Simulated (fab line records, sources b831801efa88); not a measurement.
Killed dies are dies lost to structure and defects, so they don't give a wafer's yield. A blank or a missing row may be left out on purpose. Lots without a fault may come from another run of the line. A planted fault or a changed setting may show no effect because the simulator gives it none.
fab line records | flow sky130
record lots=5 wafers=14 last_day=49
route steps=708 shown SONOS_ONO@186 GATE_OXIDE@187 PAD_OPEN@708
lots that met no fault: from a run of the same line without faults
start_h: hours from the record's first day to the start of the lot's first wafer shown | wait_h: hours since the lot's step before | " the same as in the row above | L1.1+2: a row that stands for several wafers | - no value, or no start given | * or withheld: withheld | < > ~ a bound
route shown NAME@n: a module of which the file shows steps, and the number in the route of the first | usual: mean/standard deviation of fault-free wafers | same: alike in all rows | chamber/n: place in a boat | sites: the reading at each site | _std_site: their standard deviation | _edge_site: outer sites' mean less inner sites' | radius_mm: how far each site lies from the wafer's centre | mask NAME#n: copy n | behind: the tool/chamber that last shaped the wafer | hold: why the lot was held/for how many hours/how that ended | device: the transistor (n, p or np) that didn't switch | end of line: the same wafers' tests at the end of the route | a step without rows: its recipe alone | killed: dies lost to structure and defects at the first sort, not the wafer's yield | map: a wafer's dies, x killed, . not, _ none there
set.NAME: the setting as run; set.NAME@STEP: as run at that earlier step | model.NAME: the simulator's own value behind a step, which no gauge read
lots at some steps of the route; a table a step, a row a wafer
services: from which hour (start_h, from the record's first day; less than 0 if before it) a tool's chamber was out of use, for how many hours, and why
## steps
# step SKY_SONOS_ONO_WET_ETCH_18
# recipe chemistry=H3PO4 target_depth_nm=15 target=Si3N4 temp_c=160 time_s=172
# step SKY_GATE_OXIDE_CLEAN_00
# recipe chemistry=SC1/SC2 mix=1:4:20 temp_c=70 time_s=150 dry=n2_spin
# step SKY_GATE_OXIDE_OXIDATION_01
# recipe temp_c=900 ambient=O2 stabilise_s=600 purge_s=300 target_thk_a=102.68 ox_time_s=1473
# step SKY_GATE_OXIDE_THK_MEAS_02
# recipe reads=SiO2_of_GATE_OXIDE_OXIDATION_01
# usual GATE_OXIDE_OXIDATION_00_THK=10.37/0.2
# columns lot.wafer tool chamber start_h wait_h GATE_OXIDE_OXIDATION_00_THK[nm]
L816.1 film_metro-04 - 345.36 0.0 10.31
L816.5 " - " " 10.11
L816.6 " - " " 10.19
L817.1 film_metro-03 - 346.83 0.0 10.60
L817.2 " - " " 10.63
L817.4 " - " " 10.51
L818.1 film_metro-02 - 372.78 0.0 10.19
L818.2 " - " " 10.12
L818.6 " - " " 10.36
L825.1 film_metro-03 - 421.00 0.0 10.17
L825.6 " - " " 10.42
L826.3 film_metro-03 - 428.18 0.0 10.10
L826.5 " - " " 10.15
L826.6 " - " " 10.25
# step SKY_GATE_OXIDE_DEHYDRATE_03
# recipe temp_c=200 time_s=60
# step SKY_GATE_OXIDE_HMDS_04
# recipe prime_time_s=60 prime_temp_c=120
# step SKY_GATE_OXIDE_COAT_05
# recipe resist=NOVOLAK spin_rpm=3000 resist_thk_nm=1140
# step SKY_GATE_OXIDE_SOFTBAKE_06
# recipe temp_c=90 time_s=60 resist=NOVOLAK
# step SKY_GATE_OXIDE_EXPOSE_07
# recipe mask_id=LVOM na=0.6 source_shape=conventional sigma_outer=0.6 polarization=unpolarized target_cd_nm=600 dose_mj=170
# step SKY_GATE_OXIDE_PEB_08
# recipe temp_c=withheld time_s=* resist=NOVOLAK
# step SKY_GATE_OXIDE_DEVELOP_09
# recipe resist=NOVOLAK developer=TMAH develop_time_s=60 dev_temp_c=23
# step SKY_GATE_OXIDE_OVL_MEAS_10
# usual GATE_OXIDE_OVL=0.6/1.1
# columns lot.wafer tool chamber start_h wait_h GATE_OXIDE_OVL[nm]
L816.1 overlay-02 - 372.78 0.1 0.8
L816.5 " - " " 2.0
L816.6 " - " " 1.0
L817.1 overlay-02 - 374.39 0.1 0.3
L817.2 " - " " 0.4
L817.4 " - " " 0.4
L818.1 overlay-02 - 400.12 0.1 2.5
L818.2 " - " " 0.8
L818.6 " - " " 3.0
L825.1 overlay-01 - 450.48 0.1 0.2
L825.6 " - " " 0.7
L826.3 overlay-01 - 457.75 0.1 -0.9
L826.5 " - " " -0.8
L826.6 " - " " -0.7
# step SKY_GATE_OXIDE_IMPLANT_11
# recipe species=B energy_kev=10 dose_cm2=2.6e+12 tilt_deg=withheld
# columns lot.wafer tool chamber start_h wait_h
L816.1+5+6 implanter-03 0 372.81 0.0
L817.1+2+4 implanter-02 0 374.42 0.0
L818.1+2+6 implanter-01 0 400.16 0.0
L825.1+6 implanter-03 0 450.51 0.0
L826.3+5+6 implanter-02 0 457.82 0.1
# step SKY_GATE_OXIDE_WET_ETCH_12
# recipe chemistry=dHF target_depth_nm=16.8 dry=n2_spin target=SiO2 dilution=100:1 temp_c=25 time_s=336
# step SKY_GATE_OXIDE_STRIP_13
# recipe chemistry=O2/N2 power_w=1400 pressure_mtorr=1500 platen_temp_c=withheld o2_flow_sccm=3000 n2_flow_sccm=300 overash_fraction=0.5
# usual drypump_motor_current_A=5.9/0.41 oes_product_au=0.716/0.0044 strip_time_to_endpoint_s=14.16/0.034
# columns lot.wafer tool chamber start_h wait_h drypump_motor_current_A oes_product_au rf_hours_counter_h strip_time_to_endpoint_s
L816.1 plasma_asher-01 1 373.06 0.0 6.0 0.726 69 14.16
L816.5 " 0 " " 5.5 0.715 - 14.16
L816.6 " 1 " " 6.0 0.710 - 14.14
L817.1 plasma_asher-01 0 374.67 0.0 5.5 0.719 70 14.13
L817.2 " 1 " " 6.0 0.711 70 14.12
L817.4 " 0 " " 5.5 0.724 - 14.15
L818.1 plasma_asher-02 0 400.41 0.0 6.2 0.717 68 14.17
L818.2 " 1 " " 5.4 0.719 68 14.19
L818.6 " 0 " " 6.2 0.722 - 14.19
L825.1 plasma_asher-03 1 450.78 0.0 6.6 0.715 31 14.15
L825.6 " 1 " " 6.6 0.716 - 14.14
L826.3 plasma_asher-03 1 458.06 0.0 6.6 0.718 - 14.22
L826.5 " 1 " " 6.6 0.718 - 14.17
L826.6 " 0 " " 5.4 0.716 - 14.19
# step SKY_GATE_OXIDE_TW_MEAS_14
# usual GATE_OXIDE_TW=225.8/1.9
# columns lot.wafer tool chamber start_h wait_h GATE_OXIDE_TW
L816.1 film_metro-04 - 373.16 0.1 225.7
L816.5 " - " " 226.2
L816.6 " - " " 226.4
L817.1 film_metro-03 - 374.77 0.1 225.2
L817.2 " - " " 224.4
L817.4 " - " " 224.2
L818.1 film_metro-03 - 400.51 0.1 227.0
L818.2 " - " " 225.7
L818.6 " - " " 225.0
L825.1 film_metro-03 - 450.88 0.1 219.6
L825.6 " - " " 224.2
L826.3 film_metro-02 - 458.14 0.1 224.6
L826.5 " - " " 224.0
L826.6 " - " " 224.4
# step SKY_GATE_OXIDE_CLEAN_15
# recipe chemistry=SC1/SC2 mix=1:4:20 temp_c=70 time_s=150 dry=n2_spin
# step SKY_PAD_OPEN_PROBE_99
# usual killed_at_M0_to_M3=43/7.3 killed_at_M4_up=3.2/1.8 killed_at_contacts=24/5.8 killed_at_front_end=16/4.5 killed_at_other=0.3/0.53 killed_dies=87/9.9 killed_open=48/6.8 killed_short=39/6.9
# same gross_dies=492 killed_at_back_side=0
# columns lot.wafer tool chamber start_h wait_h killed_at_M0_to_M3 killed_at_M4_up killed_at_contacts killed_at_front_end killed_at_other killed_dies killed_open killed_short model.etest.tip_p.rs_ohm_sq model.etest.pfet_01v8.r_on_ohm_um model.etest.nfet_01v8_lvt.drive_ua_um model.etest.nfet_01v8_swapped.drive_ua_um model.etest.nfet_01v8.drive_ua_um model.etest.nfet_01v8_turned.drive_ua_um model.etest.pfet_01v8_lvt.drive_ua_um model.etest.nfet_01v8.drive_ua_um_range
L816.1 prober-01 - 1122.33 0.1 47 3 26 12 1 89 45 44 6920 2842 571.9 496.5 493.4 501.5 176 9.966
L816.5 prober-01 - 1122.53 0.2 44 4 30 19 0 97 50 47 6930 2861 572.4 500.7 498.5 502.6 174 10.71
L816.6 prober-01 - 1122.58 0.2 39 4 22 20 0 85 50 35 6947 2853 570.9 497 494.4 491.4 173.9 9.1
L817.1 prober-02 - 1127.20 0.1 53 3 27 13 1 97 46 51 6987 3009 543.9 480.6 479.4 483.5 167.3 7.093
L817.2 prober-02 - 1127.25 0.1 44 6 25 12 1 88 46 42 6987 2929 545.4 486 485.7 480.8 172 9.081
L817.4 prober-02 - 1127.35 0.2 49 5 38 11 0 103 56 47 6975 2980 545.5 478.6 483.9 481.1 170.1 5.59
L818.1 prober-01 - 1138.89 0.1 49 3 30 20 0 102 54 48 6822 2927 559.1 485.5 489.5 492.4 173.3 10.82
L818.2 prober-01 - 1138.94 0.1 46 1 32 24 0 103 63 40 6884 2939 562.1 490.4 489.5 492.3 170.8 10.17
L818.6 prober-01 - 1139.14 0.2 51 1 24 15 0 91 52 39 6818 2884 561 497.2 492.3 493.5 174.2 8.241
L825.1 prober-02 - 1168.05 0.1 38 2 27 15 0 82 47 35 6977 3043 580.5 510 505.2 505.1 155.1 22.44
L825.6 prober-02 - 1168.30 0.2 49 2 22 13 0 86 52 34 6843 2967 550.8 484.2 485.3 486.2 168.3 8.72
L826.3 prober-01 - 1173.33 0.2 43 3 23 19 1 89 60 29 6886 2933 569 503.4 499.6 498.4 175 9.854
L826.5 prober-01 - 1173.43 0.2 54 3 26 23 0 106 52 54 6887 2974 559.2 492.1 489.7 493.6 172.7 12.16
L826.6 prober-01 - 1173.48 0.2 34 3 23 14 0 74 48 26 6833 2996 561.7 494.2 494.9 490.5 171.6 13.81
# killed by level:class
L816.1 VIA3:geometric_particle:open=9 VIA1:geometric_particle:open=9 CONTACT:geometric_particle:open=8 VIA1:geometric_particle:short=7 LI_CONTACT:geometric_particle:open=6 LOCAL_INTERCONNECT:geometric_particle:short=6 METAL1:geometric_particle:short=5 METAL2:geometric_particle:short=5
L816.5 LI_CONTACT:geometric_particle:open=11 VIA1:geometric_particle:open=9 CONTACT:geometric_particle:open=7 METAL1:geometric_particle:short=6 VIA3:geometric_particle:open=6 FIELD_ISO:geometric_particle:open=5 POLY_GATE:geometric_particle:short=5 FIELD_ISO:geometric_particle:short=4
L816.6 CONTACT:geometric_particle:open=11 VIA1:geometric_particle:open=8 VIA3:geometric_particle:open=7 VIA2:geometric_particle:open=7 POLY_GATE:geometric_particle:open=6 LI_CONTACT:geometric_particle:short=4 LI_CONTACT:geometric_particle:open=4 METAL2:geometric_particle:short=4
L817.1 CONTACT:geometric_particle:open=9 VIA1:geometric_particle:open=9 METAL1:geometric_particle:short=8 METAL2:geometric_particle:short=8 LI_CONTACT:geometric_particle:open=7 CONTACT:geometric_particle:short=6 VIA1:geometric_particle:short=6 VIA3:geometric_particle:open=5
L817.2 CONTACT:geometric_particle:open=10 VIA1:geometric_particle:open=10 VIA1:geometric_particle:short=9 LI_CONTACT:geometric_particle:open=8 METAL4:geometric_particle:short=5 METAL1:geometric_particle:short=5 VIA2:geometric_particle:open=5 METAL2:geometric_particle:short=4
L817.4 CONTACT:geometric_particle:open=13 LI_CONTACT:geometric_particle:open=11 VIA1:geometric_particle:open=9 VIA2:geometric_particle:open=9 CONTACT:geometric_particle:short=6 METAL1:geometric_particle:short=6 VIA3:geometric_particle:open=6 METAL2:geometric_particle:short=5
L818.1 VIA1:geometric_particle:open=16 CONTACT:geometric_particle:open=10 FIELD_ISO:geometric_particle:short=8 LI_CONTACT:geometric_particle:open=7 METAL2:geometric_particle:short=7 VIA3:geometric_particle:open=6 METAL1:geometric_particle:short=6 POLY_GATE:geometric_particle:open=5
L818.2 CONTACT:geometric_particle:open=13 VIA1:geometric_particle:open=12 LI_CONTACT:geometric_particle:open=11 VIA2:geometric_particle:short=8 POLY_GATE:geometric_particle:open=7 FIELD_ISO:geometric_particle:open=6 METAL1:geometric_particle:short=6 VIA2:geometric_particle:open=5
L818.6 CONTACT:geometric_particle:open=15 VIA1:geometric_particle:open=12 VIA2:geometric_particle:open=9 METAL2:geometric_particle:short=8 CONTACT:geometric_particle:short=5 VIA1:geometric_particle:short=4 FIELD_ISO:geometric_particle:short=3 LI_CONTACT:geometric_particle:open=3
L825.1 CONTACT:geometric_particle:open=9 VIA1:geometric_particle:open=8 FIELD_ISO:geometric_particle:short=5 LI_CONTACT:geometric_particle:open=5 LOCAL_INTERCONNECT:geometric_particle:short=5 CONTACT:geometric_particle:short=5 METAL2:geometric_particle:short=5 VIA3:geometric_particle:open=5
L825.6 VIA3:geometric_particle:open=14 VIA1:geometric_particle:open=10 CONTACT:geometric_particle:open=10 LI_CONTACT:geometric_particle:open=4 VIA1:geometric_particle:short=4 VIA3:geometric_particle:short=4 FIELD_ISO:geometric_particle:short=3 POLY_GATE:geometric_particle:short=3
L826.3 CONTACT:geometric_particle:open=13 VIA1:geometric_particle:open=10 VIA2:geometric_particle:open=8 VIA3:geometric_particle:open=7 FIELD_ISO:geometric_particle:short=6 FIELD_ISO:geometric_particle:open=5 LI_CONTACT:geometric_particle:open=5 POLY_GATE:geometric_particle:open=4
L826.5 VIA1:geometric_particle:open=13 METAL2:geometric_particle:short=8 LI_CONTACT:geometric_particle:open=7 METAL1:geometric_particle:short=7 POLY_GATE:geometric_particle:open=6 LOCAL_INTERCONNECT:geometric_particle:short=6 SPACER:geometric_particle:short=5 CONTACT:geometric_particle:open=5
L826.6 VIA2:geometric_particle:open=9 CONTACT:geometric_particle:open=9 FIELD_ISO:geometric_particle:open=7 METAL1:geometric_particle:short=7 VIA1:geometric_particle:open=6 LOCAL_INTERCONNECT:geometric_particle:short=5 VIA3:geometric_particle:open=5 POLY_GATE:geometric_particle:short=3
## services
# columns tool chamber start_h hours kind
implanter-03 - 368.28 1.3 repair
implanter-02 - 368.67 5.6 pm
implanter-02 - 391.72 1.5 repair
implanter-01 - 414.97 3.4 repair
plasma_asher-02 - 421.25 9.0 pm
plasma_asher-02 0 421.25 9.0 vent_cycle
plasma_asher-02 1 421.25 9.0 vent_cycle
plasma_asher-02 0 430.25 - clean
plasma_asher-02 1 430.25 - clean
implanter-02 - 432.72 0.6 repair
implanter-01 - 439.32 3.5 repair
implanter-01 - 439.95 1.0 repair
plasma_asher-03 - 441.05 2.8 pm
## key
first_sign step=SKY_GATE_OXIDE_TW_MEAS_14 reading=GATE_OXIDE_TW direction=down sigmas=3.3 usual=225.8 struck=219.6
effect none on later readings
model_effect step=SKY_PAD_OPEN_PROBE_99 value=etest.tip_p.rs_ohm_sq without=6814 struck=6977
met_at SKY_GATE_OXIDE_IMPLANT_11
struck_wafers L825.1
tester_left_out L825
onset_between 372.81 450.51
fault kind=process_parameter_drift tool=implanter-03 chamber=- onset_h=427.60 steps=SKY_GATE_OXIDE_IMPLANT_11 channel=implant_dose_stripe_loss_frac offset=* shape=step end_h=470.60 scope=struck_wafers_only
# tester_left_out: of these lots the tester's yield and bins aren't shown, on N5 and GAA mostly nor the transistor test; their killed dies are dies lost to structure and defects alone, not to doping, threshold or leakage, so they don't give the yield
